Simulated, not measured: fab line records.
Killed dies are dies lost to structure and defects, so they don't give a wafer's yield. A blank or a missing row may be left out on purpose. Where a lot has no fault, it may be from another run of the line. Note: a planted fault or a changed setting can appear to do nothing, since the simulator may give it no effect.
Struck lot and sound lot, side by side / flow sfq line / 24 steps out of a route of 325
Sound: the wafers L504.1, L504.5, L504.6. The struck wafers were L515.3, L515.5, L515.6. The cause is named last.
Each step with rows lists, per side, the tool, then ch with its chambers, then its first start. Under that, the readings that differ: sound wafers / struck wafers / difference of the means / sigmas: that difference in standard deviations of wafers without a fault.
alike: readings whose means differ by less than 2 such deviations, and words and numbers that are the same on both sides. not compared: withheld readings, readings that some wafer has no value for, bounds like >300 that may hide the same value, and numbers for which the record gives no deviation and whose values overlap.
Wherever a step has rows on one side only, a row that says differs or no value, or a row with sigmas, the two part there. Numbers that have no deviation but don't overlap get no sigmas and don't part them. Lack of a reading on every wafer of one side parts them only where that side has two or more wafers.

first, 6 steps without rows for these wafers: SFQ_TRILAYER_I6_VIA_LITHO_COAT_174 (resist thk 62 nm); SFQ_TRILAYER_I6_VIA_LITHO_COAT_169 (resist thk 650 nm); SFQ_TRILAYER_I6_VIA_LITHO_SOFTBAKE_173; SFQ_TRILAYER_I6_VIA_LITHO_EXPOSE_170 (exposes mask I6, target cd 700 nm); SFQ_TRILAYER_I6_VIA_LITHO_PEB_172 (peb time 60 s); SFQ_TRILAYER_I6_VIA_LITHO_DEVELOP_171 (time 60 s).
SFQ_I6_OVL_MEAS_942:
  sound on overlay-01, day 71 02:19; struck on overlay-01, day 74 05:34
  alike: I6_OVL
SFQ_TRILAYER_I6_VIA_BARC_OPEN_VIA_ETCH_235: etches BARC in O2, target depth 125 nm, time 41.7 s.
  sound on rie diel-02 ch 2,3, day 71 02:21; struck on rie diel-03 ch 0,1,2, day 74 05:35
reading=drypump motor current A (A); sound=4.93 5.38 4.94; struck=5.41 5.76 5.61; difference=+0.51; sigmas=+2
  alike: oes product au
  not compared: rf hours counter h
SFQ_TRILAYER_I6_VIA_ETCH_VIA_ETCH_172: etches SiO2 in CHF3, stops on Nb, target depth 260 nm.
  sound on rie diel-02 ch 2,3, day 71 02:23; struck on rie diel-03 ch 0,1,2, day 74 05:38
  alike: drypump motor current A, oes product au
SFQ_TRILAYER_I6_VIA_STRIP_STRIP_173: strips in O2.
  sound on rie metal-02 ch 0,1, day 71 02:30; struck on rie metal-04 ch 0,1, day 74 05:56
reading=drypump motor current A (A); sound=4.7 5.4 4.7; struck=6.1 5.6 6.1; difference=+1.0; sigmas=+2
  alike: oes product au
  not compared: rf hours counter h
then, 2 steps without rows for these wafers: SFQ_TRILAYER_I6_VIA_STRIP_SOLV_CLEAN_174 (cleans in NMP, time 600 s); SFQ_TRILAYER_M7_DEP_PRE_CLEAN_176 (time 22.5 s).
SFQ_TRILAYER_M7_DEP_SPUTTER_175: material Nb, target thk 200 nm, time 133.3 s.
  sound on pvd sputter-04, day 71 03:19; struck on pvd sputter-06, day 74 06:32
  alike: throttle valve pct
SFQ_M7_RS_MEAS_943: a four-point-probe measurement.
  sound on film metro-02, day 71 03:24; struck on film metro-04, day 74 06:40
reading=M7_NB_RS (ohm/sq); sound=0.881 0.872 0.880; struck=1.027 1.015 1.019; difference=+0.143; sigmas=+20
then, 6 steps without rows for these wafers: SFQ_TRILAYER_M7_LITHO_COAT_182 (resist thk 62 nm); SFQ_TRILAYER_M7_LITHO_COAT_177 (resist thk 600 nm); SFQ_TRILAYER_M7_LITHO_SOFTBAKE_181; SFQ_TRILAYER_M7_LITHO_EXPOSE_178 (exposes mask M7, target cd 500 nm); SFQ_TRILAYER_M7_LITHO_PEB_180 (peb time 60 s); SFQ_TRILAYER_M7_LITHO_DEVELOP_179 (time 60 s).
-- the record jumps here: 4 days lie between the struck wafers' starts before and after --
SFQ_M7_OVL_MEAS_945:
  sound on overlay-02, day 71 05:50; struck on overlay-02, day 78 03:13
  alike: M7_OVL
SFQ_TRILAYER_M7_BARC_OPEN_METAL_ETCH_229: etches BARC in O2, target depth 125 nm, time 41.7 s.
  sound on rie metal-03 ch 0,1, day 71 05:52; struck on rie metal-02 ch 0,1, day 78 03:16
  alike: drypump motor current A, oes product au
  not compared: rf hours counter h
SFQ_TRILAYER_M7_ETCH_METAL_ETCH_180: etches Nb in Cl2/Ar, stops on SiO2, target depth 240 nm, time 120 s.
  sound on rie metal-03 ch 0,1, day 71 05:55; struck on rie metal-02 ch 0,1, day 78 03:20
reading=oes product au (a.u.); sound=0.896 0.905 0.896; struck=0.831 0.841 0.836; difference=-0.063; sigmas=-11
  alike: drypump motor current A
  not compared: rf hours counter h
SFQ_TRILAYER_M7_STRIP_STRIP_181: strips in O2.
  sound on rie metal-03 ch 0,1, day 71 06:03; struck on rie metal-02 ch 0,1, day 78 03:37
  alike: drypump motor current A, oes product au
  not compared: rf hours counter h

## WHERE THEY PART
Earliest at SFQ_TRILAYER_I6_VIA_BARC_OPEN_VIA_ETCH_235; latest, in this record, at SFQ_TRILAYER_M7_ETCH_METAL_ETCH_180. Later steps at which nothing parts them and some readings are alike: SFQ_TRILAYER_M7_STRIP_STRIP_181.

WHY: what had been put in by the simulator
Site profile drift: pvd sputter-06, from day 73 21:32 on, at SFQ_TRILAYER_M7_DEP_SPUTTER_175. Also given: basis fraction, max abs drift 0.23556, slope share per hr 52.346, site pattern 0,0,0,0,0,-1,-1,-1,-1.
